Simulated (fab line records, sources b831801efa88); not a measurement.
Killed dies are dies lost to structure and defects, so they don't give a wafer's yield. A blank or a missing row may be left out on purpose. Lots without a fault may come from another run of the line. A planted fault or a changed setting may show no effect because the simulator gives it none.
Which tool did it? | flow gf180mcu | 12 lots, 36 wafers sampled, at 6 steps of a route of 602

WHAT THE GAUGES READ, wafer by wafer
GF_M1_CD_MEAS_14: target cd 230 nm.
lot  | measured     | on        | cd_nm (nm)
L740 | day 17 04:33 | cd_sem-02 | 228.4 229.3 228.3
L741 | day 17 17:41 | cd_sem-01 | 230.0 229.2 229.5
L742 | day 17 22:36 | cd_sem-02 | 230.7 231.1 228.9
L743 | day 18 10:34 | cd_sem-01 | 228.7 229.7 228.9
L751 | day 21 11:42 | cd_sem-02 | 231.4 231.6 230.6
L754 | day 22 11:02 | cd_sem-01 | 231.0 229.2 230.3
L755 | day 22 19:28 | cd_sem-02 | 230.6 230.5 230.5
L756 | day 23 00:31 | cd_sem-01 | 230.6 230.7 231.0
L759 | day 24 05:05 | cd_sem-02 | 228.1 228.9 228.5
L762 | day 25 00:31 | cd_sem-01 | 229.9 228.3 228.8
L761 | day 25 02:48 | cd_sem-01 | 230.4 230.0 230.5
L763 | day 25 09:27 | cd_sem-02 | 231.8 232.5 230.9

GF_V1_THK_MEAS_03.
lot  | measured     | on            | V1_CVD_02_THK (nm)
L740 | day 17 05:54 | film_metro-01 | 850 867 870
L741 | day 17 18:43 | film_metro-02 | 821 842 844
L742 | day 17 23:38 | film_metro-04 | 841 841 853
L743 | day 18 11:33 | film_metro-04 | 842 834 845
L751 | day 21 12:43 | film_metro-02 | 838 849 931 838 848 932
L754 | day 22 12:01 | film_metro-02 | 844 850 860
L755 | day 22 20:28 | film_metro-02 | 848 848 847
L756 | day 23 01:33 | film_metro-04 | 840 836 860
L759 | day 24 06:04 | film_metro-02 | 847 863 850
L762 | day 25 01:31 | film_metro-04 | 845 863 858
L761 | day 25 03:48 | film_metro-02 | 849 855 874
L763 | day 25 10:48 | film_metro-04 | 850 850 867

GF_V1_OVL_MEAS_15.
lot  | measured     | on         | V1_OVL (nm)
L740 | day 18 05:51 | overlay-01 | -1 -1 1
L741 | day 18 18:51 | overlay-01 | -5 -6 -1
L742 | day 19 00:17 | overlay-02 | -2 -5 -3
L743 | day 19 11:52 | overlay-01 | 2 0 5
L751 | day 22 11:56 | overlay-01 | 3 0 -3
L754 | day 23 11:20 | overlay-02 | -3 5 7
L755 | day 23 20:11 | overlay-02 | 5 6 -1
L756 | day 24 00:56 | overlay-02 | 0 5 1
L759 | day 25 04:15 | overlay-01 | 0 -6 9
L762 | day 25 23:46 | overlay-01 | 8 1 9
L761 | day 26 01:50 | overlay-02 | 2 4 -2
L763 | day 26 08:56 | overlay-02 | 4 -3 -5

WHICH TOOL RAN EACH LOT (tool, then ch and the chambers of the sampled wafers, then the start)
lot  | GF_CONTACT_SPUTTER_22        | GF_V1_CVD_02                    | GF_V1_CMP_04
L740 | pvd_sputter-04, day 16 04:22 | pecvd-01 ch 0,1, day 17 05:50   | cmp-02 ch 0,1,2, day 17 06:07
L741 | pvd_sputter-04, day 16 17:42 | pecvd-04 ch 0,1,2, day 17 18:39 | cmp-01 ch 0,1, day 17 18:47
L742 | pvd_sputter-02, day 16 22:28 | pecvd-01 ch 1,2, day 17 23:34   | cmp-01 ch 0,1,2, day 17 23:45
L743 | pvd_sputter-03, day 17 10:15 | pecvd-02 ch 1,2, day 18 11:28   | cmp-02 ch 0,2, day 18 11:39
L751 | pvd_sputter-02, day 20 11:15 | pecvd-04 ch 0,2, day 21 12:38   | cmp-02 ch 0,1,2, day 21 16:58
L754 | pvd_sputter-02, day 21 10:20 | pecvd-02 ch 0,1,2, day 22 11:56 | cmp-02 ch 0,1,2, day 22 12:04
L755 | pvd_sputter-03, day 21 19:29 | pecvd-01 ch 1,2, day 22 20:23   | cmp-01 ch 2,3, day 22 20:31
L756 | pvd_sputter-04, day 22 00:54 | pecvd-02 ch 0,1, day 23 01:29   | cmp-01 ch 0,1,2, day 23 01:52
L759 | pvd_sputter-02, day 23 05:43 | pecvd-02 ch 0,1,2, day 24 05:59 | cmp-02 ch 1,2, day 24 06:07
L762 | pvd_sputter-04, day 24 01:05 | pecvd-01 ch 1,2, day 25 01:26   | cmp-02 ch 0,1,3, day 25 01:34
L761 | pvd_sputter-04, day 24 04:23 | pecvd-04 ch 0,2, day 25 03:43   | cmp-02 ch 1,2,3, day 25 03:51
L763 | pvd_sputter-02, day 24 10:15 | pecvd-01 ch 0,1,2, day 25 10:44 | cmp-01 ch 0,1,3, day 25 11:14
- GF_CONTACT_SPUTTER_22: material Ti, target thk 15 nm, time 80.02 s.
- GF_V1_CVD_02: deposits SiO2 from TEOS, target thk 850 nm, time 94.851 s.
- GF_V1_CMP_04: polishes SiO2.

WHAT THE TOOLS THEMSELVES READ (means of the sampled wafers that have a number; where no wafer has one, the mark that the record gives instead)
GF_CONTACT_SPUTTER_22.
lot  | tool           | throttle_valve_pct (%)
L740 | pvd_sputter-04 | 29.5
L741 | pvd_sputter-04 | 30.0
L742 | pvd_sputter-02 | 31.2
L743 | pvd_sputter-03 | 29.3
L751 | pvd_sputter-02 | 31.3
L754 | pvd_sputter-02 | 31.4
L755 | pvd_sputter-03 | 29.7
L756 | pvd_sputter-04 | 29.6
L759 | pvd_sputter-02 | 31.4
L762 | pvd_sputter-04 | 30.2
L761 | pvd_sputter-04 | 29.9
L763 | pvd_sputter-02 | 31.7

GF_V1_CVD_02.
lot  | tool     | heater_power_w (W) | run_length_s (s)
L740 | pecvd-01 | 715                | 122.8
L741 | pecvd-04 | 580                | 122.8
L742 | pecvd-01 | 661                | 122.6
L743 | pecvd-02 | 677                | 123.1
L751 | pecvd-04 | 652                | 125.4
L754 | pecvd-02 | 659                | 123.0
L755 | pecvd-01 | 691                | 122.7
L756 | pecvd-02 | 704                | 122.9
L759 | pecvd-02 | 660                | 122.9
L762 | pecvd-01 | 679                | 123.1
L761 | pecvd-04 | 630                | 122.1
L763 | pecvd-01 | 690                | 123.0

GF_V1_CMP_04.
lot  | tool   | motor_current_A (A) | time_to_endpoint_s (s)
L740 | cmp-02 | 10.9                | 89
L741 | cmp-01 | 12.3                | 72
L742 | cmp-01 | 11.7                | 73
L743 | cmp-02 | 11.0                | 75
L751 | cmp-02 | 11.0                | 94
L754 | cmp-02 | 11.1                | 84
L755 | cmp-01 | 11.9                | 75
L756 | cmp-01 | 12.4                | 78
L759 | cmp-02 | 11.0                | 82
L762 | cmp-02 | 11.8                | 83
L761 | cmp-02 | 11.9                | 81
L763 | cmp-01 | 12.3                | 79

THE ANSWER, worked out from the rows above alone
Rule: what is usual is taken from the lots themselves. Put in order of their means at a reading, lots are off if they are a third of the lots or fewer, leave a main group of 4 or more, and stand apart from it by a gap of 3 or more times the standard deviation of the main group's means; of several such gaps the widest counts. A main group whose means are all the same, to the digits that the tables above print for the reading, isn't used. A lot without any number at a reading at which 4 lots or more have one is off too. The other lots that the step has rows for count as sound. The gauges are gone through in route order, then the tools' own readings, and for those a lot's mean is taken as printed above. The first step at which some lot is off is used, and at that step the reading that is off furthest; a lot without a number counts as furthest.
Off: L751, at GF_V1_CVD_02 (run_length_s). The main group: mean 122.8 s, standard deviation 0.27.
A tool fits if, at that step or a process step before it, it ran every lot that is off, and no sound lot after the first of them. None of those tried fits.

WHAT THE SIMULATOR HAD PUT IN
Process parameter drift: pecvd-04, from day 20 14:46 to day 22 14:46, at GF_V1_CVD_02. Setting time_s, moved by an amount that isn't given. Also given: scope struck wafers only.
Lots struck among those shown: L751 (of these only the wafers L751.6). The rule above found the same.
